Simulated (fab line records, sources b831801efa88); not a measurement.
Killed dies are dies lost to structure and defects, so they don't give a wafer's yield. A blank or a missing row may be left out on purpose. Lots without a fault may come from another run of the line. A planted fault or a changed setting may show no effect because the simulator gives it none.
Which tool did it? | flow sky130 | 10 lots, 30 wafers sampled, at 6 steps of a route of 708

WHAT THE GAUGES READ, wafer by wafer
SKY_VIA2_THK_MEAS_01. Usual: VIA2_HDPCVD_THK 1181 nm, standard deviation 13.
lot  | measured     | on            | VIA2_HDPCVD_THK (nm) | flag
L206 | day 35 22:01 | film_metro-04 | 1176 1195 1196       |
L207 | day 36 18:11 | film_metro-04 | 1199 1190 1189       |
L209 | day 37 04:19 | film_metro-01 | 1176 1165 1182       |
L214 | day 38 15:18 | film_metro-04 | 1202 1187 1179       |
L215 | day 38 20:38 | film_metro-01 | 1160 1160 1170       |
L216 | day 39 06:37 | film_metro-04 | 1170 1184 1167       |
L220 | day 40 15:04 | film_metro-03 | 1178 1172 1171       |
L222 | day 41 02:37 | film_metro-01 | 1206 1176 1194       |
L223 | day 41 09:10 | film_metro-04 | 1188 1211 1186       |
L225 | day 42 00:10 | film_metro-04 | 1151 1158 1154       |

SKY_CAPM_RS_MEAS_03: measures by four-point-probe. Usual: CAPM_TIN_RS 6.87 ohm/sq, standard deviation 0.074.
lot  | measured     | on            | CAPM_TIN_RS (ohm/sq) | flag
L206 | day 37 01:28 | film_metro-03 | 6.83 6.78 6.82       |
L207 | day 37 21:25 | film_metro-01 | 6.81 6.74 6.80       |
L209 | day 38 07:55 | film_metro-01 | 6.84 6.90 6.96       |
L214 | day 39 18:41 | film_metro-03 | 6.95 6.82 6.89       |
L215 | day 39 23:53 | film_metro-02 | 6.94 6.84 6.90       |
L216 | day 40 09:16 | film_metro-03 | 6.85 6.76 6.85       |
L220 | day 41 16:27 | film_metro-03 | 6.94 6.85 6.95       |
L222 | day 42 04:22 | film_metro-03 | 6.60 6.98 6.92       |
L223 | day 42 11:58 | film_metro-02 | 6.92 6.88 7.04       |
L225 | day 43 01:27 | film_metro-02 | 6.63 6.94 6.87       |

SKY_CAPM_THK_MEAS_04: measures by xrf. Usual: CAPM_TIN_THK 201.2 nm, standard deviation 2.3.
lot  | measured     | on            | CAPM_TIN_THK (nm) | flag
L206 | day 37 01:34 | film_metro-03 | 202.1 204.3 202.8 |
L207 | day 37 21:32 | film_metro-01 | 203.7 205.9 202.1 |
L209 | day 38 08:01 | film_metro-01 | 202.1 199.5 198.4 |
L214 | day 39 18:49 | film_metro-03 | 199.9 203.2 200.3 |
L215 | day 39 23:59 | film_metro-02 | 199.6 201.8 199.8 |
L216 | day 40 09:23 | film_metro-03 | 201.7 203.4 200.6 |
L220 | day 41 16:34 | film_metro-03 | 198.7 201.2 199.7 |
L222 | day 42 04:28 | film_metro-03 | 209.2 197.6 198.9 |
L223 | day 42 12:05 | film_metro-02 | 199.7 200.3 197.1 |
L225 | day 43 01:34 | film_metro-02 | 209.7 199.0 202.4 |

WHICH TOOL RAN EACH LOT (tool, then ch and the chambers of the sampled wafers, then the start)
lot  | SKY_METAL2_METAL_ETCH_19          | SKY_VIA2_SPUTTER_20          | SKY_CAPM_SPUTTER_02
L206 | rie_metal-02 ch 0, day 35 21:08   | pvd_sputter-02, day 37 00:25 | pvd_sputter-03, day 37 01:20
L207 | rie_metal-04 ch 0,1, day 36 17:21 | pvd_sputter-01, day 37 20:23 | pvd_sputter-04, day 37 21:18
L209 | rie_metal-03 ch 0,1, day 37 03:31 | pvd_sputter-02, day 38 06:49 | pvd_sputter-04, day 38 07:46
L214 | rie_metal-04 ch 0,1, day 38 14:27 | pvd_sputter-04, day 39 17:40 | pvd_sputter-03, day 39 18:35
L215 | rie_metal-04 ch 0, day 38 19:44   | pvd_sputter-04, day 39 22:45 | pvd_sputter-02, day 39 23:44
L216 | rie_metal-02 ch 0,1, day 39 05:44 | pvd_sputter-02, day 40 08:16 | pvd_sputter-03, day 40 09:10
L220 | rie_metal-04 ch 0, day 40 13:53   | pvd_sputter-04, day 41 15:26 | pvd_sputter-02, day 41 16:20
L222 | rie_metal-03 ch 0, day 41 01:44   | pvd_sputter-02, day 42 03:17 | pvd_sputter-03, day 42 04:12
L223 | rie_metal-04 ch 0, day 41 08:17   | pvd_sputter-02, day 42 10:56 | pvd_sputter-02, day 42 11:52
L225 | rie_metal-04 ch 0, day 41 23:17   | pvd_sputter-02, day 43 00:20 | pvd_sputter-03, day 43 01:20
- SKY_METAL2_METAL_ETCH_19: etches the open film in Cl2/BCl3, stops on SiO2, target depth 360 nm, time 78 s.
- SKY_VIA2_SPUTTER_20: material TiN, target thk 20 nm, time 80 s.
- SKY_CAPM_SPUTTER_02: material TiN, target thk 200 nm, time 166.7 s.

WHAT THE TOOLS THEMSELVES READ (means of the sampled wafers that have a number; where no wafer has one, the mark that the record gives instead)
SKY_METAL2_METAL_ETCH_19. Usual: drypump_motor_current_A 5.73 A, standard deviation 0.22; oes_product_au 0.853 a.u., standard deviation 0.0058; throttle_valve_pct 22.264 %, standard deviation 0.0089.
lot  | tool         | drypump_motor_current_A (A) | oes_product_au (a.u.) | throttle_valve_pct (%) | flag
L206 | rie_metal-02 | 5.51                        | 0.851                 | 22.257                 |
L207 | rie_metal-04 | 5.68                        | 0.855                 | 22.257                 |
L209 | rie_metal-03 | 6.08                        | 0.857                 | 22.256                 |
L214 | rie_metal-04 | 5.68                        | 0.855                 | 22.266                 |
L215 | rie_metal-04 | 5.57                        | 0.846                 | 22.273                 |
L216 | rie_metal-02 | 5.61                        | 0.858                 | 22.255                 |
L220 | rie_metal-04 | 5.56                        | 0.860                 | 22.272                 |
L222 | rie_metal-03 | 6.07                        | 0.852                 | 22.262                 |
L223 | rie_metal-04 | 5.54                        | 0.850                 | 22.272                 |
L225 | rie_metal-04 | 5.57                        | 0.856                 | 22.263                 |

SKY_VIA2_SPUTTER_20. Usual: throttle_valve_pct 30.0 %, standard deviation 1.
lot  | tool           | throttle_valve_pct (%) | flag
L206 | pvd_sputter-02 | 30.1                   |
L207 | pvd_sputter-01 | 29.3                   |
L209 | pvd_sputter-02 | 30.1                   |
L214 | pvd_sputter-04 | 29.6                   |
L215 | pvd_sputter-04 | 30.5                   |
L216 | pvd_sputter-02 | 30.5                   |
L220 | pvd_sputter-04 | 28.8                   |
L222 | pvd_sputter-02 | 30.1                   |
L223 | pvd_sputter-02 | 30.7                   |
L225 | pvd_sputter-02 | 29.8                   |

SKY_CAPM_SPUTTER_02. Usual: throttle_valve_pct 30.3 %, standard deviation 0.79.
lot  | tool           | throttle_valve_pct (%) | flag
L206 | pvd_sputter-03 | 30.4                   |
L207 | pvd_sputter-04 | 30.4                   |
L209 | pvd_sputter-04 | 28.9                   |
L214 | pvd_sputter-03 | 30.7                   |
L215 | pvd_sputter-02 | 30.2                   |
L216 | pvd_sputter-03 | 30.3                   |
L220 | pvd_sputter-02 | 29.8                   |
L222 | pvd_sputter-03 | 30.4                   |
L223 | pvd_sputter-02 | 30.1                   |
L225 | pvd_sputter-03 | 30.1                   |

THE ANSWER, worked out from the rows above alone
Rule: a lot is off if the mean of its wafers that have a number lies more than 3 standard deviations from the usual mean. A lot without any number at a reading at which 4 lots or more have one is off too. The other lots that the step has rows for count as sound. The gauges are gone through in route order, then the tools' own readings, and for those a lot's mean is taken as printed above. The first step at which some lot is off is used, and at that step the reading that is off furthest; a lot without a number counts as furthest.
No lot is off at any reading shown: from this, nothing can be told.

WHAT THE SIMULATOR HAD PUT IN
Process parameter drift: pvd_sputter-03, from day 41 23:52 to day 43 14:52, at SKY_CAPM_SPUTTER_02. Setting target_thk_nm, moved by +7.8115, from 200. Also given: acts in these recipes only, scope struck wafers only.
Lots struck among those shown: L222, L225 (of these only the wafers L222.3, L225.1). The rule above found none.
